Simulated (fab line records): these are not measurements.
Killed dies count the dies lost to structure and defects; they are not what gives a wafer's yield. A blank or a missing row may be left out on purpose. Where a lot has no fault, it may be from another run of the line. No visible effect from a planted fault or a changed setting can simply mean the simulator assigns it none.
Matching of chambers -- flow sky130 -- SKY_FIELD_ISO_ETCH_17 on rieSi-01 has 4 sister chambers
The step etches Si in HBr/Cl2/O2, target depth 342 nm, time 97.7 s. 8 wafers are shown with their chamber, then 8 later ones without.

WAFERS PAIRED WITH THEIR CHAMBERS
wafer,chamber,drypumpMotorCurrentA (A),oesProductAu (a.u.)
L262.1,3,4.9,0.989
L264.5,2,5.6,0.984
L266.2,3,4.9,0.988
L266.5,1,6.5,1.005
L267.2,2,5.5,0.992
L267.3,0,5.8,1.013
L267.6,0,5.8,1.002
L269.3,1,6.5,0.996

WAFERS WITH NO CHAMBER GIVEN
wafer,drypumpMotorCurrentA (A),oesProductAu (a.u.)
L269.4,5.8,1.004
L269.6,5.6,0.999
L274.2,5.6,0.986
L274.3,6.6,0.991
L274.4,5.8,1.009
L280.1,5.5,0.987
L280.2,4.9,0.988
L280.6,5.8,1.012

THE CHAMBER EACH PASSED THROUGH
wafer,from the rows above,in truth
L269.4,0,0
L269.6,2,2
L274.2,2,2
L274.3,1,1
L274.4,0,0
L280.1,2,2
L280.2,3,3
L280.6,0,0
Placed correctly: 8 of 8. Can't be placed from these rows: 0. 0 placed wrongly.
How it was worked out, from the rows above alone: a wafer's distance from a chamber is the root of the sum, over the readings, of the square of ((its reading less the chamber's mean) divided by the reading's scatter). The wafer belongs to the nearest chamber; if the next one is less than 2 further off, it can't be placed. Each chamber's mean is taken over the wafers shown for it. The scatter is the square root of a quotient: the sum, over the shown wafers, of each reading's squared deviation from its chamber's mean, divided by wafers minus chambers.
